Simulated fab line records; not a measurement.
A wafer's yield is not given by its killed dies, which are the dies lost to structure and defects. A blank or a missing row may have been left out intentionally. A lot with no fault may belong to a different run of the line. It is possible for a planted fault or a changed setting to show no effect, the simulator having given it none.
Code-filled problem report in 8D (eight disciplines) form + flow gf180mcu + the parts of the form that need people (team, actions taken, sign-off) are left out

1. WHAT WENT WRONG
Across 6 wafers from 2 lots, HV_LDD_3_TW at GF_HV_LDD_TW_MEAS_38 averages 1337, while fault-free wafers read 1421 with a standard deviation of 13. That puts it -6.5 standard deviations away from the usual mean.
First observed at day 15 11:17: wafer L266.1, on filmMetro-04. At this step, 36 wafers from 12 lots have a number in the record. By rule, "out" or "out of limits" means more than 4 standard deviations away from the usual mean. The rest of the wafers with a number are treated as sound.

2. WHAT IT IS, WHAT IT ISN'T
| question                    | is                     | is not                                                                                             |
|-----------------------------|------------------------|----------------------------------------------------------------------------------------------------|
| which readings at this step | HV_LDD_3_TW            | -                                                                                                  |
| which lots                  | L266, L269             | L256, L258, L263, L264, L271, L272, L273, L276, L277, L278                                         |
| which wafers of those lots  | all that have a number | -                                                                                                  |
| read on which gauges        | filmMetro-04           | filmMetro-01, filmMetro-03                                                                         |
| when                        | from day 15 11:17      | up to then (12 sound wafers); but 18 sound wafers of L271, L272, L273, L276, L277, L278 came after |

3. SUSPECTS, AND WHAT RULES EACH OUT
Counting: a tool stays on the suspect list if, at a process step up to the reading, it processed all lots that are out and no sound lot following the first of them.
- the gauge at GF_HV_LDD_TW_MEAS_38 is ruled out. All the wafers that are out were read on filmMetro-04, but those of them that GF_HV_LDD_IMPLANT_35 has rows for are out there too, on other tools.
- implanter-01 at GF_HV_LDD_IMPLANT_35: ruled out as a lasting fault. Following L266 (day 15 10:53), the first lot on it that is out, the sound lots L276, L277 were run on it.
Left after counting: nothing in the record.

4. THE CAUSE (what the simulator had put in)
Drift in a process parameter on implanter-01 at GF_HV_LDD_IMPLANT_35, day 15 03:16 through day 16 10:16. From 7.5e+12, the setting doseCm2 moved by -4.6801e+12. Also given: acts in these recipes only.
The count ruled it out by mistake, since the rule takes a fault to strike every lot its tool runs from the start of the fault on, and this one did not do so.

5. THE EFFECT CHAIN, in route order
One row per reading whose mean, taken over the struck wafers that have a number, lies over 3 standard deviations from the usual. Only readings for which the record gives a usual standard deviation are gone through. hours: the time from each lot's start at the first step in this table that gives one to its start at this step, as a median over the lots. sigmas: the change in usual standard deviations.
| hours | step                 | reading          | usual        | on struck wafers | change   | sigmas      |
|-------|----------------------|------------------|--------------|------------------|----------|-------------|
| 0     | GF_HV_LDD_IMPLANT_35 | doseIonsCm2      | 7.5e+12      | 2.8e+12          | -4.7e+12 | -99 or more |
| 0     | GF_HV_LDD_IMPLANT_35 | faradayCurrentUA | 42.3         | 16.0             | -26.3    | -34         |
| 0     | GF_HV_LDD_TW_MEAS_38 | HV_LDD_3_TW      | 1421         | 1337             | -84      | -6.5        |
| 23    | GF_HV_LDD_RS_MEAS_53 | HV_LDD_RS        | 419.1 ohm/sq | 431.3            | +12.2    | +11         |
Its process steps:
- GF_HV_LDD_IMPLANT_35
At these later measuring or inspecting steps, every struck wafer for which the step has a row has a number for every such reading, and none has moved that far: GF_HV_LDD_CD_MEAS_46.

6. WHAT WOULD HAVE CAUGHT IT SOONER
Counted from the fault's start at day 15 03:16, it took 8 hours until the first out-of-limits reading at a measuring or inspecting step in this record, taken at day 15 11:17.
At GF_HV_LDD_IMPLANT_35, the tool's own readings (doseIonsCm2, faradayCurrentUA) were out on each struck wafer the step has a row for, so an alarm limit on them would have fired on the first such wafer.
